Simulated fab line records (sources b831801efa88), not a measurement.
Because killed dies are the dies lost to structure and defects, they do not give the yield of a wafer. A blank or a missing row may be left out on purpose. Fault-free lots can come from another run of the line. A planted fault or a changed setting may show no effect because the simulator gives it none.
fab line records	flow sfq-line
record: lots: 5	wafers: 15	last-day: 91
route steps=325 shown M2@92 I2@103 M3@118 I3@133 M8@325
lots with no fault: from the same line, run without faults
start-h: start of the lot's first displayed wafer, in hours after the record's first day	wait-h: how many hours have passed since the lot's step before this one	" identical to the entry in the row above	L1.1+2: a row that stands for several wafers	- either no value or no given start	* or withheld: withheld	< > ~ a bound
route shown NAME@n: names a module that has steps shown in the file, with the first one's number in the route	usual: average and standard deviation across the fault-free wafers	same: alike in all rows	chamber/n: place in a boat	sites: readings site by site	_std_site: their standard deviation	_edge_site: mean of outer sites minus mean of inner sites	radius-mm: for every site, how far away it sits from the centre of the wafer	mask NAME#n: copy n	behind: the tool/chamber that last shaped the wafer	hold: why the lot was held/for how many hours/how that ended	device: transistor that didn't switch, given as n, p or np	end of line: the tests these same wafers got at the end of their route	step lacking rows: just its recipe	killed: the dies lost at the first sort to structure and to defects; this is not the yield of the wafer	map: per-die view of a wafer (x killed, . not killed, _ where there is no die)
set.NAME: the setting that was run; set.NAME@STEP: the one run at that earlier step	model.NAME: the simulator's own value behind a step, which no gauge read
lots at selected steps of the route; one table per step, one row per wafer
services: from which hour (start-h, from the record's first day; less than 0 if before it) a tool's chamber was out of use, for how many hours, and why
== steps ==
step: SFQ_TRILAYER_M2_LITHO_COAT_062
recipe: resist: BARC	spin-rpm: 3000	resist-thk-nm: 62
step: SFQ_TRILAYER_M2_LITHO_COAT_057
recipe: resist: KrF	spin-rpm: 3000	resist-thk-nm: 600
step: SFQ_TRILAYER_M2_LITHO_SOFTBAKE_061
recipe: temp-c: withheld	time-s: withheld	resist: KrF
step: SFQ_TRILAYER_M2_LITHO_EXPOSE_058
recipe: mask-id: M2	na: 0.6	source-shape: conventional	sigma-outer: 0.65	target-cd-nm: 500	dose-mj: 14.4
step: SFQ_TRILAYER_M2_LITHO_PEB_060
recipe: peb-temp-c: 115	peb-time-s: 60	resist: KrF
step: SFQ_TRILAYER_M2_LITHO_DEVELOP_059
recipe: time-s: 60	resist: KrF
step: SFQ_M2_OVL_MEAS_916
usual: M2_OVL: -2/5.8
lot.wafer	tool	chamber	start-h	wait-h	M2_OVL[nm]
L309.1	overlay-01	-	942.79	0.1	1
L309.2	"	-	"	"	4
L309.4	"	-	"	"	5
L310.1	overlay-02	-	957.11	0.1	4
L310.3	"	-	"	"	9
L310.5	"	-	"	"	-2
L311.3	overlay-01	-	978.72	0.1	-9
L311.4	"	-	"	"	-12
L311.6	"	-	"	"	-9
L321.1	overlay-01	-	1068.33	0.1	-9
L321.3	"	-	"	"	-5
L321.6	"	-	"	"	-3
L322.2	overlay-01	-	1076.10	0.1	-2
L322.3	"	-	"	"	1
L322.5	"	-	"	"	-1
step: SFQ_TRILAYER_M2_BARC_OPEN_METAL_ETCH_077
recipe: mask-material: PR	chemistry: O2	target-depth-nm: 125	target: BARC	icp-w: 600	bias-w: 80	pressure-mtorr: 10	time-s: 41.7
step: SFQ_TRILAYER_M2_ETCH_METAL_ETCH_060
recipe: target: Nb	stop-on: SiO2	mask-material: PR	chemistry: Cl2/Ar	target-depth-nm: 240	icp-w: 600	bias-w: 80	pressure-mtorr: 10	time-s: 120
step: SFQ_TRILAYER_M2_STRIP_STRIP_061
recipe: gas: O2	power-w: 200	platen-temp-c: 40	overash-fraction: 0.65	chemistry: O2	pressure-mtorr: 50
usual: drypump-motor-current-A: 5.54/0.23	oes-product-au: 1.000/0.0065
lot.wafer	tool	chamber	start-h	wait-h	drypump-motor-current-A	oes-product-au	rf-hours-counter-h
L309.1	rie-metal-03	0	943.01	0.1	5.57	0.999	47
L309.2	"	1	"	"	5.32	0.994	64
L309.4	"	0	"	"	5.65	0.996	-
L310.1	rie-metal-01	0	957.33	0.1	5.83	1.002	18
L310.3	"	1	"	"	5.70	0.997	-
L310.5	"	0	"	"	5.79	0.993	-
L311.3	rie-metal-01	0	979.13	0.2	5.81	1.005	-
L311.4	"	1	"	"	5.73	0.988	-
L311.6	"	0	"	"	5.83	0.995	-
L321.1	rie-metal-04	0	1068.55	0.1	5.18	0.997	98
L321.3	"	0	"	"	5.16	0.988	-
L321.6	"	0	"	"	5.17	0.985	-
L322.2	rie-metal-03	0	1076.32	0.1	5.61	0.998	63
L322.3	"	1	"	"	5.33	0.993	-
L322.5	"	1	"	"	5.34	1.006	-
step: SFQ_TRILAYER_M2_STRIP_SOLV_CLEAN_062
recipe: chemistry: NMP	temp-c: 70	time-s: 600
step: SFQ_TRILAYER_I2_DEP_PECVD_063
recipe: material: SiO2	temp-c: 150	time-s: 111.11	pressure-torr: 2.4	rf-w: 183.3	precursor: SiH4/N2O	target-thk-nm: 500
usual: heater-power-w: 90/13	rf-fwd-power-W: 182.2/0.67	throttle-valve-pct: 24.0/1.2
lot.wafer	tool	chamber	start-h	wait-h	heater-power-w	rf-fwd-power-W	throttle-valve-pct
L309.1	pecvd-04	1	943.79	0.0	92	181.6	24.6
L309.2	"	2	"	"	100	181.9	24.1
L309.4	"	1	"	"	97	181.4	24.3
L310.1	pecvd-02	2	958.10	0.0	82	182.5	24.2
L310.3	"	0	"	"	87	181.8	22.8
L310.5	"	2	"	"	89	182.0	24.5
L311.3	pecvd-03	2	979.70	0.0	95	181.7	24.7
L311.4	"	1	"	"	98	181.4	22.7
L311.6	"	0	"	"	67	182.4	22.4
L321.1	pecvd-03	2	1069.32	0.0	102	182.0	25.1
L321.3	"	0	"	"	57	182.9	22.5
L321.6	"	0	"	"	60	182.5	22.6
L322.2	pecvd-04	1	1077.09	0.0	98	181.4	25.0
L322.3	"	2	"	"	101	182.7	24.9
L322.5	"	0	"	"	79	182.7	25.2
step: SFQ_TRILAYER_I2_CMP_CMP_064
recipe: material: SiO2	down-force-psi: 3	platen-rpm: 60	pad-velocity-m-s: 0.94248
usual: head-pressure-psi: 3.000/0.0073	motor-current-A: 10.8/0.7	platen-rpm: 60.00/0.039	time-to-endpoint-s: 217/7.5
lot.wafer	tool	chamber	start-h	wait-h	head-pressure-psi	motor-current-A	platen-rpm	time-to-endpoint-s	model.SiO2_of_TRILAYER_I2_DEP_PECVD_063.thk-nm
L309.4	cmp-02	1	944.48	0.6	3.001	10.7	60.00	225	202.6
L309.2	"	2	"	"	3.000	10.8	60.00	214	201.9
L309.1	"	3	"	"	2.985	11.1	59.94	220	202.7
L310.1	cmp-02	0	958.30	0.2	2.999	11.6	60.01	212	200.2
L310.3	"	2	959.30	1.2	3.009	10.3	59.99	213	200.2
L310.5	"	0	960.30	2.1	2.989	11.6	59.97	223	199.7
L311.4	cmp-01	2	982.78	3.0	2.999	11.4	59.93	220	200.4
L311.3	"	0	983.78	4.0	2.990	11.3	60.05	211	200.1
L311.6	"	2	984.78	5.0	3.002	10.6	59.99	231	199.3
L321.1	cmp-02	3	1070.40	1.0	2.999	10.7	59.98	212	199.5
L321.3	"	0	"	"	2.999	11.1	59.98	274	302.6
L321.6	"	1	"	"	3.011	10.8	60.03	224	200.6
L322.2	cmp-01	3	1077.67	0.5	2.993	10.5	60.06	209	199.4
L322.3	"	0	"	"	2.996	11.6	60.00	203	199.3
L322.5	"	3	1079.67	2.5	3.010	10.0	59.98	213	199.6
step: SFQ_I2_BOW_MEAS_917
recipe: mode: bow
usual: I2_BOW: 1/9
lot.wafer	tool	chamber	start-h	wait-h	I2_BOW[um]
L309.1	film-metro-01	-	947.48	1.5	-2
L309.2	"	-	"	"	-3
L309.4	"	-	"	"	6
L310.1	film-metro-01	-	961.30	2.5	6
L310.3	"	-	"	"	11
L310.5	"	-	"	"	-9
L311.3	film-metro-03	-	985.82	1.5	7
L311.4	"	-	"	"	-6
L311.6	"	-	"	"	-8
L321.1	film-metro-01	-	1072.40	1.5	7
L321.3	"	-	"	"	12
L321.6	"	-	"	"	11
L321.1	film-metro-01	-	1073.72	1.3	-
L321.3	"	-	"	"	-
L321.6	"	-	"	"	-
L322.2	film-metro-04	-	1080.19	2.0	-7
L322.3	"	-	"	"	-7
L322.5	"	-	"	"	6
step: SFQ_TRILAYER_I2_METRO_MEASURE_065
usual: thk-nm: 200.4/0.89
lot.wafer	tool	chamber	start-h	wait-h	thk-nm
L309.1	film-metro-01	-	947.60	0.1	202.8
L309.2	"	-	"	"	201.9
L309.4	"	-	"	"	202.6
L310.1	film-metro-01	-	961.42	0.1	200.2
L310.3	"	-	"	"	200.3
L310.5	"	-	"	"	199.8
L311.3	film-metro-03	-	986.30	0.5	200.0
L311.4	"	-	"	"	200.5
L311.6	"	-	"	"	199.3
L321.1	film-metro-01	-	1075.06	1.3	199.4
L321.3	"	-	"	"	302.5
L321.6	"	-	"	"	200.7
L321.1	film-metro-01	-	1078.19	2.9	199.4
L321.3	"	-	"	"	302.8
L321.6	"	-	"	"	200.6
L322.2	film-metro-04	-	1080.49	0.3	199.7
L322.3	"	-	"	"	199.3
L322.5	"	-	"	"	199.5
step: SFQ_TRILAYER_I2_VIA_LITHO_COAT_072
recipe: resist: BARC	spin-rpm: 3000	resist-thk-nm: 62
step: SFQ_TRILAYER_I2_VIA_LITHO_COAT_067
recipe: resist: KrF	spin-rpm: 3000	resist-thk-nm: 650
step: SFQ_TRILAYER_I2_VIA_LITHO_SOFTBAKE_071
recipe: temp-c: withheld	time-s: withheld	resist: KrF
step: SFQ_TRILAYER_I2_VIA_LITHO_EXPOSE_068
recipe: mask-id: I2	na: 0.6	source-shape: conventional	sigma-outer: 0.65	target-cd-nm: 500	dose-mj: 21.3
step: SFQ_TRILAYER_I2_VIA_LITHO_PEB_070
recipe: peb-temp-c: 115	peb-time-s: 60	resist: KrF
step: SFQ_TRILAYER_I2_VIA_LITHO_DEVELOP_069
recipe: time-s: 60	resist: KrF
step: SFQ_I2_OVL_MEAS_918
usual: I2_OVL: -4/5.9
lot.wafer	tool	chamber	start-h	wait-h	I2_OVL[nm]
L309.1	overlay-01	-	951.11	0.1	0
L309.2	"	-	"	"	-1
L309.4	"	-	"	"	-5
L310.1	overlay-01	-	989.08	0.1	-9
L310.3	"	-	"	"	-15
L310.5	"	-	"	"	-3
L311.3	overlay-02	-	990.29	0.1	-5
L311.4	"	-	"	"	-2
L311.6	"	-	"	"	-4
L321.1	overlay-01	-	1088.73	0.1	0
L321.3	"	-	"	"	-6
L321.6	"	-	"	"	-4
L322.2	overlay-01	-	1095.94	0.1	0
L322.3	"	-	"	"	-4
L322.5	"	-	"	"	-2
step: SFQ_TRILAYER_I2_VIA_BARC_OPEN_VIA_ETCH_096
recipe: mask-material: PR	chemistry: O2	target-depth-nm: 125	target: BARC	source-w: 500	bias-w: 80	pressure-mtorr: 30	time-s: 41.7
usual: drypump-motor-current-A: 5.9/0.45	oes-product-au: 0.685/0.0045	rf-fwd-power-W: 494.0/2.5
lot.wafer	tool	chamber	start-h	wait-h	drypump-motor-current-A	oes-product-au	rf-fwd-power-W	rf-hours-counter-h
L309.1	rie-diel-01	2	951.14	0.0	5.9	0.683	493.9	11
L309.2	"	0	"	"	5.6	0.689	491.4	5
L309.4	"	1	"	"	6.7	0.682	495.0	8
L310.1	rie-diel-04	2	989.12	0.0	5.1	0.682	496.6	15
L310.3	"	0	"	"	5.8	0.692	495.0	8
L310.5	"	0	"	"	5.8	0.687	497.2	-
L311.3	rie-diel-02	3	990.32	0.0	5.2	0.689	488.6	10
L311.4	"	2	"	"	6.0	0.684	494.8	8
L311.6	"	3	"	"	5.2	0.692	489.9	-
L321.1	rie-diel-01	1	1088.77	0.0	6.7	0.694	496.2	11
L321.3	"	2	"	"	5.9	0.681	493.3	14
L321.6	"	3	"	"	6.3	0.684	492.7	-
L322.2	rie-diel-04	0	1095.97	0.0	5.8	0.682	497.1	10
L322.3	"	2	"	"	5.1	0.688	495.4	17
L322.5	"	0	"	"	5.8	0.680	496.7	-
step: SFQ_TRILAYER_I2_VIA_ETCH_VIA_ETCH_070
recipe: target: SiO2	stop-on: Nb	mask-material: PR	taper-deg: 20	chemistry: CHF3	target-depth-nm: 260	source-w: 500	bias-w: 80	pressure-mtorr: 30	time-s: withheld
usual: drypump-motor-current-A: 5.9/0.45	oes-product-au: 0.855/0.0047	rf-fwd-power-W: 498.0/1.5
lot.wafer	tool	chamber	start-h	wait-h	drypump-motor-current-A	oes-product-au	rf-fwd-power-W	model.etch.depth-nm	model.I2.feature-depth-nm
L309.1	rie-diel-01	2	951.18	0.0	5.9	0.863	498.2	202.7	202.7
L309.2	"	0	"	"	5.6	0.859	497.6	201.9	201.9
L309.4	"	1	"	"	6.7	0.859	498.6	202.6	202.6
L310.1	rie-diel-04	2	989.16	0.0	5.1	0.856	497.0	200.2	200.2
L310.3	"	0	"	"	5.8	0.862	499.2	200.2	200.2
L310.5	"	0	"	"	5.8	0.860	499.7	199.7	199.7
L311.3	rie-diel-02	3	990.36	0.0	5.2	0.855	497.2	200.1	200.1
L311.4	"	2	"	"	6.0	0.858	497.9	200.4	200.4
L311.6	"	3	"	"	5.2	0.851	499.3	199.3	199.3
L321.1	rie-diel-01	1	1088.81	0.0	6.7	0.849	496.9	199.5	199.5
L321.3	"	2	"	"	5.9	1.013	499.3	265.3	265.3
L321.6	"	3	"	"	6.4	0.859	496.3	200.6	200.6
L322.2	rie-diel-04	0	1096.01	0.0	5.8	0.850	498.5	199.4	199.4
L322.3	"	2	"	"	5.1	0.860	498.6	199.3	199.3
L322.5	"	0	"	"	5.8	0.859	501.6	199.6	199.6
step: SFQ_TRILAYER_I2_VIA_STRIP_STRIP_071
recipe: gas: O2	power-w: 200	platen-temp-c: 40	overash-fraction: 0.65	chemistry: O2	pressure-mtorr: 50
step: SFQ_TRILAYER_I2_VIA_STRIP_SOLV_CLEAN_072
recipe: chemistry: NMP	temp-c: 70	time-s: 600
step: SFQ_TRILAYER_M3_DEP_PRE_CLEAN_074
recipe: gas: Ar	time-s: 22.5	bias-v: 250
usual: bias-v: 250.4/2.4
lot.wafer	tool	chamber	start-h	wait-h	bias-v	model.SiO2_of_TRILAYER_I2_DEP_PECVD_063.thk-nm
L309.1	pvd-sputter-04	-	952.07	0.0	251.8	195.2
L309.2	"	-	"	"	251.7	194.4
L309.4	"	-	"	"	252.1	195.1
L310.1	pvd-sputter-05	-	990.05	0.0	248.7	192.7
L310.3	"	-	"	"	247.7	192.7
L310.5	"	-	"	"	251.5	192.2
L311.3	pvd-sputter-04	-	991.25	0.0	250.1	192.6
L311.4	"	-	"	"	250.9	192.9
L311.6	"	-	"	"	252.3	191.8
L321.1	pvd-sputter-04	-	1089.69	0.0	249.4	192
L321.3	"	-	"	"	250.3	295.1
L321.6	"	-	"	"	251.2	193.1
L322.2	pvd-sputter-03	-	1096.89	0.0	254.2	191.9
L322.3	"	-	"	"	250.0	191.8
L322.5	"	-	"	"	251.0	192.1
step: SFQ_TRILAYER_M3_DEP_SPUTTER_073
recipe: material: Nb	base-pressure-pa: 1.33e-06	chamber-pressure-pa: 0.1333	substrate-temp-c: 20	resputter-cathode-voltage-v: 400	target-thk-nm: 200	power-w: 2000	time-s: 133.3
usual: base-pressure-pa: 1.35e-06/1e-07	chamber-pressure-pa: 0.13333/0.00026	throttle-valve-pct: 29.9/0.96
lot.wafer	tool	chamber	start-h	wait-h	base-pressure-pa	chamber-pressure-pa	throttle-valve-pct
L309.1	pvd-sputter-04	-	952.10	0.0	1.37e-06	0.13322	30.6
L309.2	"	-	"	"	1.32e-06	0.13302	29.2
L309.4	"	-	"	"	1.27e-06	0.13291	28.7
L310.1	pvd-sputter-05	-	990.07	0.0	1.32e-06	0.13361	29.5
L310.3	"	-	"	"	1.28e-06	0.1332	30.3
L310.5	"	-	"	"	1.38e-06	0.13277	30.4
L311.3	pvd-sputter-04	-	991.27	0.0	1.42e-06	0.13325	29.2
L311.4	"	-	"	"	1.32e-06	0.13328	28.8
L311.6	"	-	"	"	1.41e-06	0.13343	30.6
L321.1	pvd-sputter-04	-	1089.72	0.0	1.27e-06	0.13342	30.4
L321.3	"	-	"	"	1.28e-06	0.13331	28.9
L321.6	"	-	"	"	1.38e-06	0.1338	30.9
L322.2	pvd-sputter-03	-	1096.92	0.0	1.19e-06	0.13319	29.5
L322.3	"	-	"	"	1.33e-06	0.13313	31.7
L322.5	"	-	"	"	1.39e-06	0.13343	29.6
step: SFQ_M3_RS_MEAS_919
recipe: thk-meas-gauge: four-point-probe	reads: Nb_of_TRILAYER_M3_DEP_SPUTTER_073
usual: M3_NB_RS: 0.885/0.0082
lot.wafer	tool	chamber	start-h	wait-h	M3_NB_RS[ohm/sq]
L309.1	film-metro-01	-	952.19	0.0	0.890
L309.2	"	-	"	"	0.887
L309.4	"	-	"	"	0.887
L310.1	film-metro-01	-	990.17	0.0	0.893
L310.3	"	-	"	"	0.894
L310.5	"	-	"	"	0.902
L311.3	film-metro-04	-	991.41	0.1	0.884
L311.4	"	-	"	"	0.886
L311.6	"	-	"	"	0.886
L321.1	film-metro-01	-	1089.81	0.0	0.896
L321.3	"	-	"	"	0.888
L321.6	"	-	"	"	0.891
L322.2	film-metro-01	-	1097.03	0.1	0.876
L322.3	"	-	"	"	0.879
L322.5	"	-	"	"	0.878
step: SFQ_TRILAYER_M3_LITHO_COAT_080
recipe: resist: BARC	spin-rpm: 3000	resist-thk-nm: 62
step: SFQ_TRILAYER_M3_LITHO_COAT_075
recipe: resist: KrF	spin-rpm: 3000	resist-thk-nm: 600
step: SFQ_TRILAYER_M3_LITHO_SOFTBAKE_079
recipe: temp-c: withheld	time-s: withheld	resist: KrF
step: SFQ_TRILAYER_M3_LITHO_EXPOSE_076
recipe: mask-id: M3	na: 0.6	source-shape: conventional	sigma-outer: 0.65	target-cd-nm: 500	dose-mj: 14.4
step: SFQ_TRILAYER_M3_LITHO_PEB_078
recipe: peb-temp-c: 115	peb-time-s: 60	resist: KrF
step: SFQ_TRILAYER_M3_LITHO_DEVELOP_077
recipe: time-s: 60	resist: KrF
step: SFQ_M3_OVL_MEAS_921
usual: M3_OVL: 1/4.7
lot.wafer	tool	chamber	start-h	wait-h	M3_OVL[nm]
L309.1	overlay-02	-	1094.10	0.1	-1
L309.2	"	-	"	"	-4
L309.4	"	-	"	"	-5
L310.1	overlay-02	-	1129.20	0.1	-4
L310.3	"	-	"	"	0
L310.5	"	-	"	"	0
L311.3	overlay-02	-	1130.42	0.1	4
L311.4	"	-	"	"	5
L311.6	"	-	"	"	4
L321.1	overlay-02	-	1199.27	0.1	2
L321.3	"	-	"	"	4
L321.6	"	-	"	"	0
L322.2	overlay-01	-	1202.88	0.1	7
L322.3	"	-	"	"	6
L322.5	"	-	"	"	4
step: SFQ_TRILAYER_M3_BARC_OPEN_METAL_ETCH_100
recipe: mask-material: PR	chemistry: O2	target-depth-nm: 125	target: BARC	icp-w: 600	bias-w: 80	pressure-mtorr: 10	time-s: 41.7
step: SFQ_TRILAYER_M3_ETCH_METAL_ETCH_078
recipe: target: Nb	stop-on: SiO2	mask-material: PR	chemistry: Cl2/Ar	target-depth-nm: 240	icp-w: 600	bias-w: 80	pressure-mtorr: 10	time-s: 120
step: SFQ_TRILAYER_M3_STRIP_STRIP_079
recipe: gas: O2	power-w: 200	platen-temp-c: 40	overash-fraction: 0.65	chemistry: O2	pressure-mtorr: 50
usual: drypump-motor-current-A: 5.59/0.29	oes-product-au: 1.000/0.0072
lot.wafer	tool	chamber	start-h	wait-h	drypump-motor-current-A	oes-product-au	rf-hours-counter-h
L309.1	rie-metal-04	1	1094.32	0.1	5.34	1.010	86
L309.2	"	0	"	"	5.18	1.002	102
L309.4	"	1	"	"	5.31	1.003	-
L310.1	rie-metal-04	0	1129.42	0.1	5.18	1.005	108
L310.3	"	0	"	"	5.18	1.001	-
L310.5	"	1	"	"	5.36	0.995	-
L311.3	rie-metal-01	1	1130.82	0.2	5.67	1.006	-
L311.4	"	0	"	"	5.78	1.006	-
L311.6	"	0	"	"	5.81	1.003	-
L321.1	rie-metal-01	1	1199.49	0.1	5.70	0.989	134
L321.3	"	1	"	"	5.70	0.995	-
L321.6	"	1	"	"	5.71	0.990	-
L322.2	rie-metal-02	1	1203.09	0.1	5.75	0.993	52
L322.3	"	0	"	"	5.95	0.989	-
L322.5	"	0	"	"	6.01	1.000	-
step: SFQ_TRILAYER_M3_STRIP_SOLV_CLEAN_080
recipe: chemistry: NMP	temp-c: 70	time-s: 600
step: SFQ_TRILAYER_I3_DEP_PECVD_081
recipe: material: SiO2	temp-c: 150	time-s: 111.11	pressure-torr: 2.4	rf-w: 183.3	precursor: SiH4/N2O	target-thk-nm: 500
step: SFQ_M8_BOW_MEAS_951
recipe: mode: bow
usual: M8_BOW: 8/12
lot.wafer	tool	chamber	start-h	wait-h	M8_BOW[um]	model.etest.i2.link-ohm
L309.1	film-metro-03	-	2017.40	0.0	-2	1.984
L309.2	"	-	"	"	-1	1.972
L309.4	"	-	"	"	5	1.968
L310.1	film-metro-01	-	2018.60	0.0	8	1.979
L310.3	"	-	"	"	12	1.977
L310.5	"	-	"	"	-6	1.988
L311.3	film-metro-03	-	2023.44	0.0	17	1.949
L311.4	"	-	"	"	3	1.957
L311.6	"	-	"	"	2	1.954
L321.1	film-metro-04	-	2140.69	0.0	19	1.98
L321.3	"	-	"	"	23	1e+06
L321.6	"	-	"	"	22	1.978
L322.2	film-metro-01	-	2190.16	0.0	-1	1.939
L322.3	"	-	"	"	-2	1.956
L322.5	"	-	"	"	12	1.943
== services ==
tool	chamber	start-h	hours	kind
rie-diel-04	3	919.52	3.3	repair
rie-diel-01	1	919.70	11.4	repair
rie-diel-04	-	926.76	0.6	repair
cmp-02	-	928.33	0.3	repair
pvd-sputter-04	-	929.83	7.5	repair
rie-diel-04	1	939.19	7.1	repair
rie-metal-04	-	945.19	0.2	repair
cmp-02	-	949.88	5.4	pm
cmp-02	-	961.81	15.5	pm
film-metro-01	-	974.18	10.6	repair
cmp-02	-	977.30	6.7	pm
rie-diel-04	0	997.56	9.6	repair
film-metro-01	-	999.17	1.9	pm
rie-diel-04	-	1047.65	15.6	pm
rie-metal-04	0	1058.15	8.0	repair
film-metro-01	-	1064.48	0.5	pm
rie-diel-04	-	1078.26	0.4	repair
rie-diel-01	-	1078.51	0.2	repair
cmp-02	-	1088.57	4.0	pm
rie-diel-04	0	1104.06	3.3	repair
cmp-02	-	1124.40	0.7	repair
rie-diel-04	0	1153.28	10.7	repair
film-metro-01	-	1194.80	1.8	pm
rie-diel-01	-	1197.03	15.6	pm
== key ==
first-sign: step: SFQ_TRILAYER_I2_CMP_CMP_064	reading: time-to-endpoint-s	direction: up	sigmas: 7.5	usual: *	struck: *
effect: step: SFQ_I2_BOW_MEAS_917	reading: visit	direction: added
effect: step: SFQ_TRILAYER_I2_METRO_MEASURE_065	reading: visit	direction: added
effect: step: SFQ_TRILAYER_I2_METRO_MEASURE_065	reading: thk-nm	direction: up	sigmas: 99+	usual: 200.4	struck: 302.5
effect: step: SFQ_TRILAYER_I2_VIA_ETCH_VIA_ETCH_070	reading: oes-product-au	direction: up	sigmas: 33	usual: 0.855	struck: 1.013
model-effect: step: SFQ_TRILAYER_I2_CMP_CMP_064	value: SiO2_of_TRILAYER_I2_DEP_PECVD_063.thk-nm	without: 199.8	struck: 302.6
model-effect: step: SFQ_TRILAYER_I2_VIA_ETCH_VIA_ETCH_070	value: etch.depth-nm	without: 199.8	struck: 265.3
model-effect: step: SFQ_TRILAYER_M3_DEP_PRE_CLEAN_074	value: SiO2_of_TRILAYER_I2_DEP_PECVD_063.thk-nm	without: 192.3	struck: 295.1
model-effect: step: SFQ_M8_BOW_MEAS_951	value: etest.i2.link-ohm	without: 1.979	struck: 1e+06
met-at SFQ_TRILAYER_I2_CMP_CMP_064
struck-wafers L321.3
onset-between 958.30 1070.40
fault: kind: process-parameter-drift	tool: cmp-02	chamber: 0	onset-h: 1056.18	steps: SFQ_TRILAYER_I2_CMP_CMP_064	channel: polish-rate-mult	offset: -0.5	shape: step	end-h: 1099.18
